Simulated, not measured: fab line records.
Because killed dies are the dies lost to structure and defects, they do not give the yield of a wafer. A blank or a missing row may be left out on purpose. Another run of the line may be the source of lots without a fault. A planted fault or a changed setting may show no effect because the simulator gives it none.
Struck lot and sound lot, side by side	flow sky130	21 steps out of a route of 708
Sound: the wafers L290.1, L290.2, L290.6. The struck wafers were L292.2, L292.3, L292.4. Last of all comes the cause.
For every step that has rows: the tool of each side, followed by ch and its chambers, followed by its first start. Under that, the readings that differ: sound wafers	struck wafers	difference of the means	sigmas: that difference in standard deviations of wafers without a fault.
alike: readings whose means differ by less than 2 such deviations, and words and numbers that are the same on both sides. not compared: withheld readings, readings that some wafer has no value for, bounds like >300 that may hide the same value, and numbers for which the record gives no deviation and whose values overlap.
A row with sigmas, a row that says differs or no value, or rows on one side alone: a step with any of these is where the two part. Numbers that have no deviation but don't overlap get no sigmas and don't part them. A reading missing from all wafers of one side parts the sides only when that side holds two or more wafers.

first, 1 step without rows for these wafers: SKY_RES_XHIGH_IMPLANT_07.
SKY_RES_XHIGH_STRIP_08: strips in O2/N2.
  sound on plasmaAsher-01 ch 0,1, day 26 19:46; struck on plasmaAsher-01 ch 0,1, day 27 09:40
  alike: drypumpMotorCurrentA, oesProductAu, stripTimeToEndpointS
  not compared: rfHoursCounterH
SKY_RES_XHIGH_TW_MEAS_09:
  sound on filmMetro-04 at day 26 19:52; struck on filmMetro-02 at day 27 09:46
reading	sound	struck	difference	sigmas
RES_XHIGH_TW	1659 1655 1665	1627 1635 1618	-33	-3
then, 7 steps without rows for these wafers: SKY_SD_N_DEHYDRATE_00 (time 60 s); SKY_SD_N_HMDS_01 (prime time 60 s); SKY_SD_N_COAT_02 (resist thk 1140 nm); SKY_SD_N_SOFTBAKE_03 (time 60 s); SKY_SD_N_EXPOSE_04 (exposes mask NSDM, target cd 380 nm); SKY_SD_N_PEB_05; SKY_SD_N_DEVELOP_06 (develop time 60 s).
SKY_SD_N_CD_MEAS_07: target cd 380 nm.
  sound on cdSem-02 at day 28 00:28; struck on cdSem-01 at day 28 13:38
  alike: cdNm
SKY_SD_N_OVL_MEAS_08:
  sound on overlay-02 at day 28 00:35; struck on overlay-02 at day 28 13:44
  alike: SD_N_OVL
SKY_SD_N_IMPLANT_09:
  sound on implanter-02 ch 0, day 28 00:37; struck on implanter-04 ch 0, day 28 13:47
reading	sound	struck	difference	sigmas
beamEnergyKeV	50.012 50.019 50.023	63.830 63.840 63.824	+13.813	+99 or more
model.implant.rpNm (nm)	32.65 32.65 32.65	39.35 39.35 39.35	+6.70	
model.implant.drpNm (nm)	14.11 14.11 14.11	16.99 16.99 16.99	+2.88	
then, 1 step without rows for these wafers: SKY_SD_N_IMPLANT_10.
SKY_SD_N_STRIP_11: strips in O2/N2.
  sound on plasmaAsher-03 ch 0,1, day 28 00:55; struck on plasmaAsher-02 ch 0,1, day 28 14:04
reading	sound	struck	difference	sigmas
oesProductAu (a.u.)	0.521 0.529 0.528	0.511 0.506 0.500	-0.020	-5
stripTimeToEndpointS (s)	22.58 22.59 22.57	24.60 24.62 24.64	+2.04	+52
  alike: drypumpMotorCurrentA
  not compared: rfHoursCounterH
SKY_SD_N_TW_MEAS_12:
  sound on filmMetro-03 at day 28 01:01; struck on filmMetro-03 at day 28 14:10
reading	sound	struck	difference	sigmas
SD_N_TW	3962 3937 3938	4195 4212 4194	+255	+10
then, 1 step without rows for these wafers: SKY_SD_N_CLEAN_13 (cleans in SC1/SC2, time 150 s).
SKY_SD_N_RTA_14: time 2 s.
  sound on rtpAnneal-01 ch 0, day 28 01:07; struck on rtpAnneal-01 ch 0, day 28 14:17
  alike: lampPowerPct, wafer_temp_C_max
SKY_SD_N_RS_MEAS_16: the measuring method here is four-point-probe.
  sound on filmMetro-04 at day 28 01:21; struck on filmMetro-02 at day 28 14:28
reading	sound	struck	difference	sigmas
SD_N_RS (ohm/sq)	68.47 68.52 68.49	59.98 60.04 60.14	-8.44	-65
SKY_SD_N_RS_MEAS_17: the measuring method here is four-point-probe.
  sound on filmMetro-04 at day 28 01:28; struck on filmMetro-02 at day 28 14:35
  alike: SD_P_RS
-- here the record skips 18 days between the struck wafers' starts before and after, leaving off in module SD_N and picking up in module PAD_OPEN (first step shown: number 708 of the route) --
SKY_PAD_OPEN_PROBE_99:
  sound on prober-01 at day 45 13:53; struck on prober-01 at day 46 07:37
reading	sound	struck	difference	sigmas
killedAtOther	1 2 1	0 0 0	-1	-2
model.etest.resNdiff.lineOhmUm	760.2 782.2 777.2	683.8 684.2 698.4	-84.4	
model.etest.sonosUncharged.rOnOhmUm	808.5 812.9 806.2	799.9 786.1 783.5	-19.4	
model.etest.resNdiff.rsOhmSq	118.3 119.4 119.6	107.7 107.9 107.3	-11.5	
model.etest.resNdiffHv.rsOhmSq	113.4 112.5 113.6	102.2 102.3 102.1	-11.0	
model.etest.sonosProgrammed.offLog10AUm	-14.03 -14.05 -14.03	-13.79 -13.81 -13.64	+0.29	
model.etest.nfet_01v8_lvt.vtSatV (V)	0.5555 0.5544 0.5586	0.513 0.5074 0.5188	-0.043	
  alike: killed_at_M0_to_M3, killed_at_M4_up, killedAtContacts, killedAtFrontEnd, killedDies, killedOpen, killedShort

## WHERE THEY PART
Last at SKY_PAD_OPEN_PROBE_99 as far as this record goes, first at SKY_RES_XHIGH_TW_MEAS_09.

WHY: the cause the simulator had injected
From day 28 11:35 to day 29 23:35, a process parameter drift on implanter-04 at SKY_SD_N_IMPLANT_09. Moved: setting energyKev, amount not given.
